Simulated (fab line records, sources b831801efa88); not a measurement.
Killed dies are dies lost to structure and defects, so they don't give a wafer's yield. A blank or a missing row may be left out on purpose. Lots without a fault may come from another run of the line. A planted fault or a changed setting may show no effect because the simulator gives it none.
fab line records | flow sky130
record lots=5 wafers=15 last_day=49
route steps=708 shown LOCAL_INTERCONNECT@400 CONTACT@406 METAL1@434
lots that met no fault: from a run of the same line without faults
start_h: hours from the record's first day to the start of the lot's first wafer shown | wait_h: hours since the lot's step before | " the same as in the row above | L1.1+2: a row that stands for several wafers | - no value, or no start given | * or withheld: withheld | < > ~ a bound
route shown NAME@n: a module of which the file shows steps, and the number in the route of the first | usual: mean/standard deviation of fault-free wafers | same: alike in all rows | chamber/n: place in a boat | sites: the reading at each site | _std_site: their standard deviation | _edge_site: outer sites' mean less inner sites' | radius_mm: how far each site lies from the wafer's centre | mask NAME#n: copy n | behind: the tool/chamber that last shaped the wafer | hold: why the lot was held/for how many hours/how that ended | device: the transistor (n, p or np) that didn't switch | end of line: the same wafers' tests at the end of the route | a step without rows: its recipe alone | killed: dies lost to structure and defects at the first sort, not the wafer's yield | map: a wafer's dies, x killed, . not, _ none there
set.NAME: the setting as run; set.NAME@STEP: as run at that earlier step | model.NAME: the simulator's own value behind a step, which no gauge read
lots at some steps of the route; a table a step, a row a wafer
services: from which hour (start_h, from the record's first day; less than 0 if before it) a tool's chamber was out of use, for how many hours, and why
## steps
# step SKY_LOCAL_INTERCONNECT_ETCH_13
# recipe chemistry=N2/H2 target=BARC ion_energy_ev=200 bias_w=100 pressure_mtorr=30 n2_flow_sccm=100 h2_flow_sccm=200 icp_w=500 stop_on=SiO2 time_s=45.9 target_depth_a=600
# usual drypump_motor_current_A=6.3/0.39 he_backside_leak_sccm=3.3/0.41 oes_product_au=0.855/0.0047 throttle_valve_pct=13.226/0.0093
# columns lot.wafer tool chamber start_h wait_h drypump_motor_current_A he_backside_leak_sccm oes_product_au rf_hours_counter_h throttle_valve_pct
L078.1 rie_metal-03 1 752.81 0.0 6.8 3.5 0.862 3 13.204
L078.2 " 0 " " 5.7 3.5 0.849 0 13.240
L078.3 " 1 " " 6.8 3.7 0.861 - 13.232
L087.3 rie_metal-03 1 817.08 0.0 6.8 3.4 0.845 - 13.241
L087.5 " 0 " " 5.7 3.4 0.852 - 13.227
L087.6 " 1 " " 6.8 3.4 0.861 - 13.214
L091.1 rie_metal-02 1 846.61 0.0 6.6 3.2 0.855 0 13.233
L091.2 " 1 " " 6.6 3.0 0.858 - 13.222
L091.5 " 1 " " 6.6 2.9 0.861 - 13.215
L092.2 rie_metal-03 0 847.01 0.0 5.7 3.6 0.852 4 13.212
L092.3 " 0 " " 5.7 3.5 0.861 - 13.224
L092.4 " 1 " " 6.8 3.5 0.856 - 13.219
L095.1 rie_metal-02 0 862.23 0.0 6.3 3.1 0.854 0 13.220
L095.3 " 1 " " 6.6 3.3 0.853 - 13.243
L095.5 " 0 " " 6.3 3.0 0.858 - 13.229
# step SKY_LOCAL_INTERCONNECT_METAL_ETCH_14
# recipe target_depth_nm=110 stop_on=PSG chemistry=Cl2/BCl3 target=TiN resist_sidewall_deg=88 pressure_mtorr=10 icp_w=900 bias_w=48.5 Cl2_flow_sccm=60 bcl3_flow_sccm=30 time_s=31.4
# usual drypump_motor_current_A=6.3/0.38 he_backside_leak_sccm=3.4/0.41 oes_product_au=0.943/0.0071 throttle_valve_pct=21.899/0.0094
# columns lot.wafer tool chamber start_h wait_h drypump_motor_current_A he_backside_leak_sccm oes_product_au rf_hours_counter_h throttle_valve_pct
L078.1 rie_metal-03 1 752.87 0.0 6.8 3.5 0.948 3 21.909
L078.2 " 0 " " 5.7 3.8 0.947 0 21.901
L078.3 " 1 " " 6.8 3.6 0.956 - 21.902
L087.3 rie_metal-03 1 817.14 0.0 6.8 3.4 0.933 - 21.905
L087.5 " 0 " " 5.7 3.5 0.944 - 21.887
L087.6 " 1 " " 6.8 3.6 0.950 - 21.892
L091.1 rie_metal-02 1 846.74 0.1 6.5 2.9 0.935 0 21.876
L091.2 " 1 " " 6.6 3.1 0.954 - 21.900
L091.5 " 1 " " 6.6 3.1 0.941 - 21.899
L092.2 rie_metal-03 0 847.07 0.0 5.7 3.5 0.949 4 21.895
L092.3 " 0 " " 5.7 3.5 0.940 - 21.905
L092.4 " 1 " " 6.8 3.5 0.938 - 21.901
L095.1 rie_metal-02 0 862.29 0.0 6.3 3.1 0.958 0 21.881
L095.3 " 1 " " 6.6 3.2 0.943 - 21.883
L095.5 " 0 " " 6.3 3.1 0.952 - 21.908
# step SKY_LOCAL_INTERCONNECT_STRIP_15
# recipe chemistry=O2/N2 power_w=1400 pressure_mtorr=1500 platen_temp_c=withheld o2_flow_sccm=3000 n2_flow_sccm=300 overash_fraction=0.5
# usual drypump_motor_current_A=5.4/0.34 oes_product_au=0.427/0.0043 strip_time_to_endpoint_s=4.724/0.02
# columns lot.wafer tool chamber start_h wait_h drypump_motor_current_A oes_product_au rf_hours_counter_h strip_time_to_endpoint_s
L078.1 plasma_asher-04 1 752.92 0.0 5.8 0.427 61 4.713
L078.2 " 0 " " 5.6 0.428 61 4.719
L078.3 " 1 " " 5.8 0.428 - 4.708
L087.3 plasma_asher-01 0 817.21 0.1 5.2 0.428 - 4.734
L087.5 " 1 " " 5.4 0.431 - 4.717
L087.6 " 0 " " 5.2 0.428 - 4.704
L091.1 plasma_asher-02 1 846.84 0.1 5.6 0.429 103 4.731
L091.2 " 0 " " 4.9 0.422 103 4.724
L091.5 " 1 " " 5.6 0.422 - 4.740
L092.2 plasma_asher-04 0 847.12 0.0 5.7 0.428 72 4.724
L092.3 " 1 " " 5.8 0.430 - 4.751
L092.4 " 0 " " 5.6 0.428 - 4.717
L095.1 plasma_asher-04 0 862.34 0.0 5.6 0.433 73 4.710
L095.3 " 1 " " 5.8 0.420 - 4.714
L095.5 " 1 " " 5.8 0.419 - 4.690
# step SKY_LOCAL_INTERCONNECT_STRIP_16
# recipe chemistry=post_etch_residue_remover time_s=1200 temp_c=72.5
# columns lot.wafer tool chamber start_h wait_h
L078.1+2+3 wet_bench-02 3 753.02 0.1
L087.3+5+6 wet_bench-03 2 817.28 0.0
L091.1+2+5 wet_bench-03 0 846.94 0.1
L092.2+3+4 wet_bench-01 3 847.22 0.1
L095.1+3+5 wet_bench-01 3 862.44 0.1
# step SKY_LOCAL_INTERCONNECT_CLEAN_17
# recipe chemistry=IPA time_s=180 temp_c=25
# columns lot.wafer tool chamber start_h wait_h
L078.1+2+3 wet_bench-01 2 753.36 0.0
L087.3+5+6 wet_bench-01 0 817.62 0.0
L091.1+2+5 wet_bench-02 2 847.28 0.0
L092.2+3+4 wet_bench-02 0 847.59 0.0
L095.1+3+5 wet_bench-02 0 862.82 0.0
# step SKY_LOCAL_INTERCONNECT_CLEAN_18
# recipe chemistry=O3/DIW dry=n2_spin
# columns lot.wafer tool chamber start_h wait_h
L078.1+2+3 wet_bench-03 2 753.42 0.0
L087.3+5+6 wet_bench-02 3 817.68 0.0
L091.1+2+5 wet_bench-03 2 847.34 0.0
L092.2+3+4 wet_bench-03 1 847.65 0.0
L095.1+3+5 wet_bench-01 2 862.87 0.0
# step SKY_CONTACT_CVD_00
# recipe material=Si3N4 target_thk_nm=75 temp_c=400 time_s=withheld rf_w=450
# usual heater_power_outer_w=415/68 heater_power_w=709/120
# columns lot.wafer tool chamber start_h wait_h heater_power_outer_w heater_power_w
L078.1 pecvd-01 0 753.52 0.0 495 889
L078.2 " 1 " " 318 546
L078.3 " 2 " " 450 711
L087.3 pecvd-01 1 817.77 0.0 396 656
L087.5 " 0 " " 557 960
L087.6 " 1 " " 397 636
L091.1 pecvd-04 0 847.43 0.0 448 776
L091.2 " 1 " " 404 737
L091.5 " 0 " " 453 781
L092.2 pecvd-01 1 847.74 0.0 302 528
L092.3 " 0 " " 466 826
L092.4 " 2 " " 342 571
L095.1 pecvd-02 1 862.97 0.0 451 763
L095.3 " 0 " " 437 700
L095.5 " 1 " " 432 781
# step SKY_CONTACT_THK_MEAS_01
# recipe reads=Si3N4_of_CONTACT_CVD_00
# usual CONTACT_CVD_00_THK=75.3/0.97
# columns lot.wafer tool chamber start_h wait_h CONTACT_CVD_00_THK[nm]
L078.1 film_metro-01 - 753.55 - 75.1
L078.2 " - " " 73.9
L078.3 " - " " 76.0
L087.3 film_metro-02 - 817.82 - 73.7
L087.5 " - " " 75.4
L087.6 " - " " 75.7
L091.1 film_metro-04 - 847.47 - 74.4
L091.2 " - " " 74.3
L091.5 " - " " 75.8
L092.2 film_metro-04 - 847.79 - 73.7
L092.3 " - " " 74.3
L092.4 " - " " 76.6
L095.1 film_metro-02 - 863.01 - 75.5
L095.3 " - " " 75.5
L095.5 " - " " 77.0
# step SKY_CONTACT_HDPCVD_02
# recipe material=SiO2 target_thk_nm=565 sigma_open_frac=0.3 time_s=94.2 temp_c=600 sih4_flow_sccm=60 pressure_mtorr=6
# columns lot.wafer tool chamber start_h wait_h
L078.1+2+3 hdpcvd-02 1,0,2 753.61 0.1
L087.3+5+6 hdpcvd-02 2,0,2 817.86 0.0
L091.1+2+5 hdpcvd-01 2,0,0 847.53 0.1
L092.2+3+4 hdpcvd-01 1,2,0 847.84 0.0
L095.1+3+5 hdpcvd-01 2,0,0 863.07 0.1
# step SKY_CONTACT_THK_MEAS_03
# recipe reads=SiO2_of_CONTACT_HDPCVD_02
# usual CONTACT_HDPCVD_THK=563/5
# columns lot.wafer tool chamber start_h wait_h CONTACT_HDPCVD_THK[nm]
L078.1 film_metro-04 - 753.68 0.0 564
L078.2 " - " " 563
L078.3 " - " " 560
L087.3 film_metro-01 - 817.95 0.1 564
L087.5 " - " " 557
L087.6 " - " " 565
L091.1 film_metro-04 - 847.59 0.0 559
L091.2 " - " " 567
L091.5 " - " " 562
L092.2 film_metro-02 - 847.92 0.0 557
L092.3 " - " " 565
L092.4 " - " " 563
L095.1 film_metro-02 - 863.17 0.1 566
L095.3 " - " " 572
L095.5 " - " " 572
# step SKY_CONTACT_CMP_04
# recipe material=SiO2 down_force_psi=4 platen_rpm=60 pad_velocity_m_s=0.94248
# usual head_pressure_psi=4.000/0.0095 motor_current_A=12.1/1.3 platen_rpm=60.00/0.039 time_to_endpoint_s=81/4
# columns lot.wafer tool chamber start_h wait_h head_pressure_psi motor_current_A platen_rpm time_to_endpoint_s
L078.2 cmp-01 2 753.74 0.0 4.000 11.0 59.92 81
L078.3 " 3 " " 4.011 11.2 60.06 81
L078.1 " 1 " " 3.991 14.5 60.01 77
L087.3 cmp-02 3 818.14 0.2 4.000 12.3 60.08 84
L087.5 " 0 " " 4.008 10.7 59.99 83
L087.6 " 1 " " 4.011 11.4 59.96 83
L091.2 cmp-01 1 847.65 0.0 4.018 13.8 60.03 82
L091.1 " 3 " " 4.007 11.7 59.99 83
L091.5 " 1 " " 4.017 14.5 60.04 79
L092.3 cmp-01 2 847.97 0.0 4.003 11.4 59.99 84
L092.4 " 3 " " 4.003 10.6 60.00 85
L092.2 " 1 " " 4.008 14.7 59.93 79
L095.1 cmp-02 0 863.28 0.1 4.005 10.2 59.98 86
L095.3 " 1 " " 4.007 11.2 60.00 85
L095.5 " 3 " " 3.996 13.1 60.03 87
# step SKY_CONTACT_BOW_MEAS_05
# recipe mode=bow
# usual CONTACT_BOW=81/6.9
# columns lot.wafer tool chamber start_h wait_h CONTACT_BOW[um]
L078.1 film_metro-04 - 754.04 0.1 80
L078.2 " - " " 85
L078.3 " - " " 77
L087.3 film_metro-04 - 818.33 0.1 87
L087.5 " - " " 75
L087.6 " - " " 84
L091.1 film_metro-04 - 847.95 0.1 86
L091.2 " - " " 89
L091.5 " - " " 97
L092.2 film_metro-04 - 848.33 0.2 80
L092.3 " - " " 84
L092.4 " - " " 84
L095.1 film_metro-04 - 863.53 0.2 87
L095.3 " - " " 86
L095.5 " - " " 89
# step SKY_CONTACT_DEHYDRATE_06
# recipe temp_c=200 time_s=60
# columns lot.wafer tool chamber start_h wait_h
L078.1+2+3 litho_track-01 0 767.16 13.1
L087.3+5+6 litho_track-04 0 830.51 12.2
L091.1+2+5 litho_track-01 0 860.16 12.2
L092.2+3+4 litho_track-02 0 860.98 12.6
L095.1+3+5 litho_track-02 0 876.00 12.5
# step SKY_CONTACT_HMDS_07
# recipe prime_time_s=60 prime_temp_c=120
# columns lot.wafer tool chamber start_h wait_h
L078.1+2+3 litho_track-01 0 767.31 0.1
L087.3+5+6 litho_track-04 0 830.66 0.1
L091.1+2+5 litho_track-01 0 860.31 0.1
L092.2+3+4 litho_track-02 0 861.13 0.1
L095.1+3+5 litho_track-02 0 876.15 0.1
# step SKY_CONTACT_COAT_08
# recipe resist=BARC temp_c=withheld time_s=withheld spin_rpm=3000 resist_thk_nm=60
# columns lot.wafer tool chamber start_h wait_h
L078.1+2+3 litho_track-01 0 767.46 0.1
L087.3+5+6 litho_track-04 0 830.81 0.1
L091.1+2+5 litho_track-01 0 860.46 0.1
L092.2+3+4 litho_track-02 0 861.28 0.1
L095.1+3+5 litho_track-02 0 876.30 0.1
# step SKY_CONTACT_COAT_09
# recipe resist=KrF-thick spin_rpm=3000 resist_thk_nm=450
# columns lot.wafer tool chamber start_h wait_h
L078.1+2+3 litho_track-01 0 - -
L087.3+5+6 litho_track-04 0 - -
L091.1+2+5 litho_track-01 0 - -
L092.2+3+4 litho_track-02 0 - -
L095.1+3+5 litho_track-02 0 - -
# step SKY_CONTACT_SOFTBAKE_10
# recipe temp_c=100 time_s=90 resist=KrF-thick
# columns lot.wafer tool chamber start_h wait_h
L078.1+2+3 litho_track-01 0 - -
L087.3+5+6 litho_track-04 0 - -
L091.1+2+5 litho_track-01 0 - -
L092.2+3+4 litho_track-02 0 - -
L095.1+3+5 litho_track-02 0 - -
# step SKY_CONTACT_EXPOSE_11
# recipe mask_id=CTM1 na=0.8 source_shape=annular sigma_inner=0.55 sigma_outer=0.85 target_cd_nm=170 dose_mj=38
# columns lot.wafer tool chamber start_h wait_h mask
L078.1+2+3 krf_scanner-02 0 - - CTM1#0
L087.3+5+6 krf_scanner-01 0 - - CTM1#0
L091.1+2+5 krf_scanner-02 0 - - CTM1#0
L092.2+3+4 krf_scanner-01 0 - - CTM1#0
L095.1+3+5 krf_scanner-01 0 - - CTM1#0
# step SKY_CONTACT_PEB_12
# recipe peb_temp_c=withheld peb_time_s=withheld resist=KrF-thick
# columns lot.wafer tool chamber start_h wait_h
L078.1+2+3 litho_track-02 0 - -
L087.3+5+6 litho_track-04 0 - -
L091.1+2+5 litho_track-02 0 - -
L092.2+3+4 litho_track-01 0 - -
L095.1+3+5 litho_track-02 0 - -
# step SKY_CONTACT_DEVELOP_13
# recipe develop_time_s=60 resist=KrF-thick dev_temp_c=21
# columns lot.wafer tool chamber start_h wait_h
L078.1+2+3 litho_track-02 0 - -
L087.3+5+6 litho_track-04 0 - -
L091.1+2+5 litho_track-02 0 - -
L092.2+3+4 litho_track-01 0 - -
L095.1+3+5 litho_track-02 0 - -
# step SKY_CONTACT_CD_MEAS_14
# recipe target_cd_nm=170
# usual cd_nm=170.4/1.2
# columns lot.wafer tool chamber start_h wait_h cd_nm
L078.1 cd_sem-02 - 781.20 - 169.4
L078.2 " - " " 168.1
L078.3 " - " " 168.7
L087.3 cd_sem-01 - 844.65 - 172.0
L087.5 " - " " 171.3
L087.6 " - " " 172.6
L091.1 cd_sem-01 - 874.30 - 172.2
L091.2 " - " " 170.3
L091.5 " - " " 171.2
L092.2 cd_sem-02 - 875.18 - 170.7
L092.3 " - " " 170.7
L092.4 " - " " 170.2
L095.1 cd_sem-01 - 889.40 - 171.3
L095.3 " - " " 171.3
L095.5 " - " " 169.9
# step SKY_CONTACT_OVL_MEAS_15
# usual CONTACT_OVL=-3/4.3
# columns lot.wafer tool chamber start_h wait_h CONTACT_OVL[nm]
L078.1 overlay-02 - 781.32 0.1 5
L078.2 " - " " -1
L078.3 " - " " 5
L087.3 overlay-01 - 844.74 0.1 -3
L087.5 " - " " 0
L087.6 " - " " -4
L091.1 overlay-02 - 874.42 0.1 -5
L091.2 " - " " -3
L091.5 " - " " -4
L092.2 overlay-02 - 875.29 0.1 -5
L092.3 " - " " -3
L092.4 " - " " 5
L095.1 overlay-02 - 889.52 0.1 1
L095.3 " - " " 0
L095.5 " - " " 4
# step SKY_CONTACT_ETCH_16
# recipe chemistry=N2/H2 target=BARC ion_energy_ev=200 source_w=500 bias_w=100 pressure_mtorr=30 n2_flow_sccm=100 h2_flow_sccm=200 stop_on=SiO2 time_s=45.9 target_depth_a=600
# usual drypump_motor_current_A=5.7/0.47 oes_product_au=0.854/0.0057 throttle_valve_pct=13.226/0.0099
# columns lot.wafer tool chamber start_h wait_h drypump_motor_current_A oes_product_au rf_hours_counter_h throttle_valve_pct
L078.1 rie_diel-03 1 781.36 0.0 5.6 0.855 14 13.215
L078.2 " 3 " " 5.8 0.862 14 13.233
L078.3 " 0 " " 6.5 0.856 6 13.214
L087.3 rie_diel-03 1 844.76 0.0 5.6 0.857 15 13.212
L087.5 " 0 " " 6.5 0.851 - 13.212
L087.6 " 3 " " 5.8 0.857 - 13.224
L091.1 rie_diel-03 1 874.46 0.0 5.6 0.857 17 13.235
L091.2 " 0 " " 6.5 0.858 9 13.220
L091.5 " 2 " " 5.3 0.853 - 13.235
L092.2 rie_diel-01 2 875.32 0.0 6.2 0.860 0 13.218
L092.3 " 0 " " 5.3 0.853 10 13.230
L092.4 " 1 " " 5.8 0.851 15 13.227
L095.1 rie_diel-03 2 889.56 0.0 5.2 0.852 11 13.238
L095.3 " 0 " " 6.5 0.854 9 13.226
L095.5 " 1 " " 5.6 0.857 - 13.220
# step SKY_CONTACT_ETCH_17
# recipe target=SiO2 chemistry=C4F8/O2/Ar stop_on=Si3N4 mask_material=KrF-thick source_w=1500 bias_w=1200 pressure_mtorr=40 c4f8_flow_sccm=withheld O2_flow_sccm=6 Ar_flow_sccm=300 time_s=withheld target_depth_a=3400
# usual oes_product_au=0.892/0.0046
# columns lot.wafer tool chamber start_h wait_h oes_product_au
L078.1 rie_diel-03 1 781.40 0.0 0.886
L078.2 " 3 " " 0.890
L078.3 " 0 " " 0.888
L087.3 rie_diel-03 1 844.80 0.0 0.896
L087.5 " 0 " " 0.895
L087.6 " 3 " " 0.886
L091.1 rie_diel-03 1 874.50 0.0 0.895
L091.2 " 0 " " 0.886
L091.5 " 2 " " 0.899
L092.2 rie_diel-01 2 875.36 0.0 0.886
L092.3 " 0 " " 0.893
L092.4 " 1 " " 0.901
L095.1 rie_diel-03 2 889.60 0.0 0.893
L095.3 " 0 " " 0.884
L095.5 " 1 " " 0.890
# step SKY_CONTACT_ETCH_18
# recipe target=Si3N4 chemistry=CHF3/O2 stop_on=TiN source_w=600 bias_w=200 pressure_mtorr=40 chf3_flow_sccm=50 O2_flow_sccm=5 time_s=39 target_depth_a=750
# usual drypump_motor_current_A=5.7/0.47 oes_product_au=0.856/0.0079 throttle_valve_pct=8.794/0.0099
# columns lot.wafer tool chamber start_h wait_h drypump_motor_current_A oes_product_au rf_hours_counter_h throttle_valve_pct
L078.1 rie_diel-03 1 - - 5.5 0.855 14 8.793
L078.2 " 3 " " 5.8 0.848 15 8.778
L078.3 " 0 " " 6.5 0.859 6 8.783
L087.3 rie_diel-03 1 - - 5.6 0.852 16 8.784
L087.5 " 0 " " 6.5 0.861 - 8.795
L087.6 " 3 " " 5.7 0.852 - 8.798
L091.1 rie_diel-03 1 - - 5.6 0.851 17 8.782
L091.2 " 0 " " 6.5 0.849 9 8.809
L091.5 " 2 " " 5.2 0.859 - 8.795
L092.2 rie_diel-01 2 - - 6.1 0.842 1 8.780
L092.3 " 0 " " 5.3 0.848 10 8.787
L092.4 " 1 " " 5.8 0.866 15 8.795
L095.1 rie_diel-03 2 - - 5.3 0.852 11 8.789
L095.3 " 0 " " 6.5 0.857 9 8.792
L095.5 " 1 " " 5.6 0.870 - 8.799
# step SKY_CONTACT_STRIP_19
# recipe chemistry=O2/N2 power_w=1400 pressure_mtorr=1500 platen_temp_c=withheld o2_flow_sccm=3000 n2_flow_sccm=300 overash_fraction=0.5
# usual drypump_motor_current_A=5.5/0.52 oes_product_au=0.381/0.0046 strip_time_to_endpoint_s=3.629/0.028
# columns lot.wafer tool chamber start_h wait_h drypump_motor_current_A oes_product_au rf_hours_counter_h strip_time_to_endpoint_s
L078.1 plasma_asher-03 0 781.49 - 6.4 0.388 3 3.560
L078.2 " 1 " " 5.4 0.379 3 3.588
L078.3 " 1 " " 5.4 0.376 - 3.579
L087.3 plasma_asher-03 1 844.93 - 5.4 0.382 - 3.592
L087.5 " 1 " " 5.4 0.378 - 3.639
L087.6 " 0 " " 6.4 0.391 - 3.640
L091.1 plasma_asher-02 0 874.59 - 4.9 0.375 106 3.575
L091.2 " 1 " " 5.6 0.375 106 3.592
L091.5 " 1 " " 5.6 0.384 - 3.631
L092.2 plasma_asher-01 0 875.45 - 5.2 0.378 43 3.617
L092.3 " 1 " " 5.4 0.379 - 3.640
L092.4 " 0 " " 5.2 0.381 - 3.613
L095.1 plasma_asher-03 1 889.69 - 5.4 0.385 15 3.643
L095.3 " 0 " " 6.4 0.388 - 3.634
L095.5 " 0 " " 6.5 0.380 - 3.621
# step SKY_CONTACT_STRIP_20
# recipe chemistry=post_etch_residue_remover time_s=1200 temp_c=72.5
# columns lot.wafer tool chamber start_h wait_h
L078.1+2+3 wet_bench-02 2 781.59 0.1
L087.3+5+6 wet_bench-04 1 844.99 0.0
L091.1+2+5 wet_bench-02 0 874.69 0.1
L092.2+3+4 wet_bench-02 3 875.55 0.1
L095.1+3+5 wet_bench-02 0 889.79 0.1
# step SKY_CONTACT_CLEAN_21
# recipe chemistry=IPA time_s=180 temp_c=25
# columns lot.wafer tool chamber start_h wait_h
L078.1+2+3 wet_bench-04 3 781.96 0.0
L087.3+5+6 wet_bench-02 1 845.34 0.0
L091.1+2+5 wet_bench-04 2 875.03 0.0
L092.2+3+4 wet_bench-02 1 875.89 0.0
L095.1+3+5 wet_bench-01 2 890.13 0.0
# step SKY_CONTACT_CLEAN_22
# recipe chemistry=O3/DIW dry=n2_spin
# columns lot.wafer tool chamber start_h wait_h
L078.1+2+3 wet_bench-01 2 782.02 0.0
L087.3+5+6 wet_bench-01 3 845.39 0.0
L091.1+2+5 wet_bench-04 0 875.09 0.0
L092.2+3+4 wet_bench-04 2 875.95 0.0
L095.1+3+5 wet_bench-04 1 890.25 0.0
# step SKY_CONTACT_SPUTTER_23
# recipe material=TiN target_thk_nm=20 chamber_pressure_pa=5 power_w=4000 time_s=80
# usual chamber_pressure_pa=5.001/0.0092 throttle_valve_pct=31.0/1.1
# columns lot.wafer tool chamber start_h wait_h chamber_pressure_pa throttle_valve_pct
L078.1 pvd_sputter-01 - 782.11 0.0 4.998 30.6
L078.2 " - " " 4.995 29.6
L078.3 " - " " 5.007 31.4
L087.3 pvd_sputter-01 - 845.49 0.0 4.992 29.6
L087.5 " - " " 5.000 31.4
L087.6 " - " " 5.001 29.7
L091.1 pvd_sputter-02 - 875.19 0.0 5.015 28.8
L091.2 " - " " 5.002 28.5
L091.5 " - " " 5.001 28.8
L092.2 pvd_sputter-01 - 876.05 0.0 5.018 30.3
L092.3 " - " " 5.002 29.8
L092.4 " - " " 5.007 32.5
L095.1 pvd_sputter-03 - 890.35 0.0 4.993 32.1
L095.3 " - " " 4.991 31.4
L095.5 " - " " 5.021 32.0
# step SKY_CONTACT_CVD_24
# recipe material=W target_thk_nm=340 time_s=102.12 temp_c=400 pressure_torr=40
# usual heater_power_outer_w=595/83 heater_power_w=967/86
# columns lot.wafer tool chamber start_h wait_h heater_power_outer_w heater_power_w
L078.1 cvd_w-02 1 782.17 0.0 533 872
L078.2 " 0 " " 496 873
L078.3 " 0 " " 505 868
L087.3 cvd_w-01 0 845.59 0.1 733 1126
L087.5 " 1 " " 558 960
L087.6 " 0 " " 726 1092
L091.1 cvd_w-01 1 875.25 0.0 549 970
L091.2 " 0 " " 717 1113
L091.5 " 1 " " 555 950
L092.2 cvd_w-01 0 876.11 0.0 721 1101
L092.3 " 1 " " 564 966
L092.4 " 0 " " 706 1093
L095.1 cvd_w-01 0 890.41 0.0 736 1081
L095.3 " 1 " " 553 971
L095.5 " 0 " " 715 1086
# step SKY_CONTACT_RS_MEAS_25
# recipe thk_meas_gauge=four-point-probe reads=W_of_CONTACT_CVD_24+TiN_of_CONTACT_SPUTTER_23
# usual CONTACT_W_RS=0.337/0.0032
# columns lot.wafer tool chamber start_h wait_h CONTACT_W_RS[ohm/sq]
L078.1 film_metro-01 - 782.28 0.1 0.336
L078.2 " - " " 0.341
L078.3 " - " " 0.339
L087.3 film_metro-04 - 845.71 0.1 0.328
L087.5 " - " " 0.335
L087.6 " - " " 0.332
L091.1 film_metro-04 - 875.36 0.1 0.335
L091.2 " - " " 0.333
L091.5 " - " " 0.336
L092.2 film_metro-04 - 876.24 0.1 0.336
L092.3 " - " " 0.334
L092.4 " - " " 0.330
L095.1 film_metro-02 - 890.52 0.1 0.339
L095.3 " - " " 0.340
L095.5 " - " " 0.341
# step SKY_CONTACT_THK_MEAS_26
# recipe thk_meas_gauge=xrf reads=W_of_CONTACT_CVD_24
# usual CONTACT_W_THK=343/3.7
# columns lot.wafer tool chamber start_h wait_h CONTACT_W_THK[nm]
L078.1 film_metro-01 - 782.40 0.1 342
L078.2 " - " " 340
L078.3 " - " " 341
L087.3 film_metro-04 - 845.81 0.1 349
L087.5 " - " " 341
L087.6 " - " " 348
L091.1 film_metro-04 - 875.48 0.1 342
L091.2 " - " " 344
L091.5 " - " " 343
L092.2 film_metro-04 - 876.35 0.1 340
L092.3 " - " " 343
L092.4 " - " " 347
L095.1 film_metro-02 - 890.64 0.1 345
L095.3 " - " " 344
L095.5 " - " " 344
# step SKY_CONTACT_CMP_27
# recipe stop_on=SiO2 t_overpolish_s=15 down_force_psi=3.5 platen_rpm=60 target_thk_nm=0 pad_velocity_m_s=0.94248
# usual head_pressure_psi=3.500/0.0078 motor_current_A=11.1/1.2 overpolish_run_s=15.000/0.0091 platen_rpm=60.00/0.043 time_to_endpoint_s=83/3.2
# columns lot.wafer tool chamber start_h wait_h head_pressure_psi motor_current_A overpolish_run_s platen_rpm time_to_endpoint_s
L078.1 cmp-02 1 782.51 0.1 3.493 10.6 15.000 59.96 78
L078.2 " 2 " " 3.494 12.4 15.010 60.05 82
L078.3 " 3 " " 3.499 11.2 15.015 60.02 81
L087.3 cmp-01 1 845.90 0.1 3.515 13.5 14.996 60.00 87
L087.6 " 0 " " 3.501 10.0 14.991 59.99 84
L087.5 " 1 " " 3.503 13.3 15.015 60.01 82
L091.1 cmp-02 3 875.54 0.1 3.498 12.1 14.991 59.97 84
L091.2 " 2 " " 3.517 12.7 15.005 59.99 89
L091.5 " 3 " " 3.497 12.1 14.995 59.93 82
L092.3 cmp-01 0 876.40 0.0 3.497 10.0 14.995 59.94 84
L092.2 " 1 " " 3.497 13.6 15.015 60.00 85
L092.4 " 3 " " 3.503 11.0 14.991 59.97 88
L095.1 cmp-01 1 890.80 0.1 3.496 13.5 15.002 59.94 81
L095.3 " 2 " " 3.515 10.1 14.996 60.03 82
L095.5 " 3 " " 3.507 10.6 14.993 59.98 85
# step SKY_METAL1_SPUTTER_00
# recipe material=Ti target_thk_nm=15 power_w=3000 time_s=10 chamber_pressure_pa=0.4
# usual chamber_pressure_pa=0.4000/0.00094 throttle_valve_pct=29.9/1.4
# columns lot.wafer tool chamber start_h wait_h chamber_pressure_pa throttle_valve_pct
L078.1 pvd_sputter-04 - 782.76 0.2 0.3994 29.4
L078.2 " - " " 0.3999 28.5
L078.3 " - " " 0.4008 32.1
L087.3 pvd_sputter-02 - 846.15 0.2 0.3985 30.2
L087.5 " - " " 0.4004 30.7
L087.6 " - " " 0.4011 28.3
L091.1 pvd_sputter-02 - 875.84 0.2 0.3999 28.2
L091.2 " - " " 0.3996 30.7
L091.5 " - " " 0.3935 30.6
L092.2 pvd_sputter-02 - 876.70 0.2 0.3992 28.8
L092.3 " - " " 0.4014 29.2
L092.4 " - " " 0.3991 30.5
L095.1 pvd_sputter-02 - 891.00 0.1 0.4000 30.5
L095.3 " - " " 0.4010 29.4
L095.5 " - " " 0.3995 29.0
# step SKY_METAL1_SPUTTER_01
# recipe material=TiN target_thk_nm=20 power_w=6500 time_s=16.7 chamber_pressure_pa=0.4
# usual chamber_pressure_pa=0.4001/0.00094 throttle_valve_pct=29.9/1.4
# columns lot.wafer tool chamber start_h wait_h chamber_pressure_pa throttle_valve_pct
L078.1 pvd_sputter-04 - 782.78 0.0 0.4001 29.4
L078.2 " - " " 0.4005 28.6
L078.3 " - " " 0.4004 32.1
L087.3 pvd_sputter-02 - 846.17 0.0 0.4005 30.9
L087.5 " - " " 0.3955 30.8
L087.6 " - " " 0.3999 28.6
L091.1 pvd_sputter-02 - 875.87 0.0 0.4000 28.5
L091.2 " - " " 0.3995 30.8
L091.5 " - " " 0.3994 30.6
L092.2 pvd_sputter-02 - 876.72 0.0 0.4001 28.8
L092.3 " - " " 0.4013 29.3
L092.4 " - " " 0.4000 30.5
L095.1 pvd_sputter-02 - 891.02 0.0 0.4001 30.4
L095.3 " - " " 0.3994 29.0
L095.5 " - " " 0.3994 29.3
## services
# columns tool chamber start_h hours kind
plasma_asher-03 - 733.75 9.0 pm
krf_scanner-01 - 734.84 1.3 pm
cmp-01 - 744.11 4.0 pm
cmp-01 - 748.11 4.8 pm
hdpcvd-01 - 750.20 1.4 repair
hdpcvd-01 - 753.04 28.1 pm
cmp-02 - 754.37 5.1 repair
rie_diel-03 - 756.24 4.3 pm
rie_metal-02 - 760.02 14.6 pm
rie_diel-03 1 771.71 8.4 repair
cvd_w-01 - 773.64 2.8 pm
pvd_sputter-02 - 779.68 0.9 repair
cmp-02 - 780.18 1.8 repair
rie_diel-01 1 783.15 8.6 repair
wet_bench-01 - 793.14 0.9 repair
rie_diel-03 - 793.74 2.8 pm
pvd_sputter-02 - 802.63 1.2 repair
rie_diel-03 2 803.69 2.5 repair
rie_diel-03 2 859.13 13.1 repair
pvd_sputter-02 - 862.50 4.1 repair
cmp-01 - 864.45 6.7 pm
rie_diel-03 0 866.71 5.2 repair
wet_bench-04 - 880.89 4.4 repair
rie_diel-03 1 886.23 1.4 repair
## key
fault none
